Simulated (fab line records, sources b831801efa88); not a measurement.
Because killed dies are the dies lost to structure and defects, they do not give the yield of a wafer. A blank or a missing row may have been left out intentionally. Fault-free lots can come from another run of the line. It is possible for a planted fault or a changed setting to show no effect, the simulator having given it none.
Which tool is to blame? | flow sky130 | 13 lots, 39 wafers sampled, at 4 steps of a route of 708

## WHAT THE GAUGES SHOWED, per wafer
SKY_SPACER_THK_MEAS_01.
lot  | measured     | on            | SPACER_CVD_00_THK (nm)
L862 | day 22 23:05 | film-metro-02 | 43.5 43.3 43.2
L863 | day 23 01:39 | film-metro-02 | 42.5 42.9 43.1
L864 | day 23 19:36 | film-metro-02 | 42.7 42.5 42.9
L866 | day 24 09:06 | film-metro-01 | 43.0 43.1 43.3
L867 | day 24 20:14 | film-metro-01 | 43.3 43.4 43.1
L868 | day 25 04:30 | film-metro-02 | 43.0 43.3 43.2
L869 | day 25 05:42 | film-metro-02 | 43.7 43.3 43.4
L870 | day 26 23:12 | film-metro-03 | 43.2 43.5 42.9
L876 | day 27 23:11 | film-metro-03 | 44.2 44.3 44.0
L877 | day 28 10:34 | film-metro-03 | 44.2 44.4 44.1
L878 | day 28 11:47 | film-metro-03 | 44.4 44.9 44.8
L883 | day 29 21:47 | film-metro-01 | 43.2 43.0 42.8
L885 | day 30 12:44 | film-metro-01 | 43.3 43.4 43.4

SKY_SD_N_OVL_MEAS_08.
lot  | measured     | on         | SD_N_OVL (nm)
L862 | day 27 19:45 | overlay-01 | 0.8 1.2 -0.3
L863 | day 27 22:21 | overlay-01 | 1.7 0.7 1.6
L864 | day 28 13:45 | overlay-01 | 0.9 0.9 -1.4
L866 | day 29 02:48 | overlay-01 | 0.5 -3.1 0.6
L867 | day 29 14:18 | overlay-01 | 0.2 -1.5 -0.3
L868 | day 29 20:45 | overlay-02 | 0.0 -0.3 -0.2
L869 | day 29 22:21 | overlay-02 | 1.9 0.8 0.7
L870 | day 31 14:45 | overlay-02 | -0.1 -2.9 0.1
L876 | day 32 14:48 | overlay-01 | -1.3 -3.0 -2.5
L877 | day 33 01:20 | overlay-01 | -1.3 0.3 1.5
L878 | day 33 02:04 | overlay-01 | -1.1 -1.6 -0.9
L883 | day 34 10:09 | overlay-02 | -1.4 1.4 1.1
L885 | day 35 00:57 | overlay-01 | -0.3 0.6 0.1

## TOOL THAT RAN EACH LOT (tool first, then ch and the chambers of the sampled wafers, then the start)
lot  | SKY_POLY_GATE_ETCH_16              | SKY_SPACER_ETCHBACK_02
L862 | rie-diel-02 ch 0,1, day 16 09:10   | rie-diel-01 ch 1,3, day 22 23:08
L863 | rie-diel-03 ch 1,2, day 16 10:07   | rie-diel-02 ch 0,2,3, day 23 01:42
L864 | rie-diel-02 ch 0,1, day 17 04:40   | rie-diel-01 ch 0,1,2, day 23 19:39
L866 | rie-diel-02 ch 1,3, day 17 18:30   | rie-diel-02 ch 1,3, day 24 09:10
L867 | rie-diel-03 ch 0,1,3, day 18 02:01 | rie-diel-01 ch 0,2,3, day 24 20:17
L868 | rie-diel-04 ch 0,3, day 18 09:16   | rie-diel-01 ch 2,3, day 25 04:33
L869 | rie-diel-02 ch 1,3, day 18 15:04   | rie-diel-03 ch 0,1,3, day 25 05:46
L870 | rie-diel-04 ch 0,1,3, day 19 22:30 | rie-diel-03 ch 0,1,2, day 26 23:16
L876 | rie-diel-03 ch 0,1,2, day 21 14:24 | rie-diel-03 ch 0,1,2, day 27 23:14
L877 | rie-diel-04 ch 0,1,2, day 22 04:10 | rie-diel-03 ch 0,1,3, day 28 10:37
L878 | rie-diel-03 ch 1,2,3, day 22 05:55 | rie-diel-01 ch 0,1,2, day 28 11:50
L883 | rie-diel-04 ch 0,1,2, day 23 18:24 | rie-diel-01 ch 0,1, day 29 21:50
L885 | rie-diel-03 ch 0,2, day 24 12:07   | rie-diel-03 ch 0,2,3, day 30 12:47
- SKY_POLY_GATE_ETCH_16: etches Si3N4 in CH3F/O2, stops on poly-Si, time 147.5 s, target depth 75 nm.
- SKY_SPACER_ETCHBACK_02: etches Si3N4 in CH3F/O2, stops on SiO2, time 46.7 s, target depth 45 nm.

## WHAT THE TOOLS THEMSELVES READ (means of the sampled wafers that have a number; where no wafer has one, the mark that the record gives instead)
SKY_POLY_GATE_ETCH_16.
lot  | tool        | drypump-motor-current-A (A) | oes-product-au (a.u.) | throttle-valve-pct (%)
L862 | rie-diel-02 | 5.6                         | 0.645                 | 10.536
L863 | rie-diel-03 | 6.3                         | 0.641                 | 10.540
L864 | rie-diel-02 | 5.5                         | 0.644                 | 10.539
L866 | rie-diel-02 | 5.9                         | 0.642                 | 10.538
L867 | rie-diel-03 | 6.2                         | 0.645                 | 10.535
L868 | rie-diel-04 | 5.1                         | 0.643                 | 10.527
L869 | rie-diel-02 | 5.9                         | 0.643                 | 10.536
L870 | rie-diel-04 | 5.3                         | 0.640                 | 10.538
L876 | rie-diel-03 | 6.3                         | 0.644                 | 10.533
L877 | rie-diel-04 | 5.6                         | 0.639                 | 10.530
L878 | rie-diel-03 | 6.2                         | 0.633                 | 10.534
L883 | rie-diel-04 | 5.6                         | 0.643                 | 10.535
L885 | rie-diel-03 | 6.2                         | 0.638                 | 10.533

SKY_SPACER_ETCHBACK_02.
lot  | tool        | drypump-motor-current-A (A) | oes-product-au (a.u.) | throttle-valve-pct (%)
L862 | rie-diel-01 | 5.8                         | 0.860                 | 10.563
L863 | rie-diel-02 | 5.8                         | 0.850                 | 10.561
L864 | rie-diel-01 | 5.6                         | 0.851                 | 10.561
L866 | rie-diel-02 | 5.9                         | 0.854                 | 10.562
L867 | rie-diel-01 | 5.4                         | 0.858                 | 10.569
L868 | rie-diel-01 | 5.1                         | 0.855                 | 10.551
L869 | rie-diel-03 | 6.2                         | 0.858                 | 10.559
L870 | rie-diel-03 | 6.2                         | 0.852                 | 10.557
L876 | rie-diel-03 | 6.2                         | 0.852                 | 10.562
L877 | rie-diel-03 | 6.2                         | 0.851                 | 10.559
L878 | rie-diel-01 | 5.7                         | 0.855                 | 10.560
L883 | rie-diel-01 | 6.0                         | 0.853                 | 10.556
L885 | rie-diel-03 | 6.1                         | 0.856                 | 10.561

## THE ANSWER, worked out from the rows above alone
Rule: what is usual is taken from the lots themselves. The widest of any qualifying gaps counts: lots, ordered by their means at a reading, are off when they make up no more than a third of the lots, leave a main group of 4 or more, and stand apart from it by 3 or more times the standard deviation of that group's means. A main group whose means are all the same, to the digits that the tables above print for the reading, isn't used. Also off: a lot with no number at a reading for which 4 or more lots have one. Where the step has rows for the other lots, those lots are counted as sound. Order of review: gauges by route order, followed by the tools' own readings, for which a lot's mean as printed above is used. At the first step where some lot is off, the reading lying furthest off is the one used; lots without a number count as furthest.
Off: at SKY_SPACER_THK_MEAS_01 (SPACER_CVD_00_THK), L876, L877, L878. Mean 43.1 nm and standard deviation 0.23 in the main group.
If a tool, at a process step before that reading, ran all the lots that are off and no sound lot after the first of them, it fits. The gauges at SKY_SPACER_THK_MEAS_01 are tried like those tools. One fits: film-metro-03 at SKY_SPACER_THK_MEAS_01. Its last sound lot is L870 (day 26 23:12), its first lot that is off L876 (day 27 23:11): a fault that began between those two fits.

## WHAT HAD BEEN PUT IN BY THE SIMULATOR
Metrology matching offset: film-metro-03, from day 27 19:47 on, at SKY_SPACER_THK_MEAS_01. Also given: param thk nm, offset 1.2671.
Shown lots that were struck: L876, L877, L878. The rule given above showed the same thing.
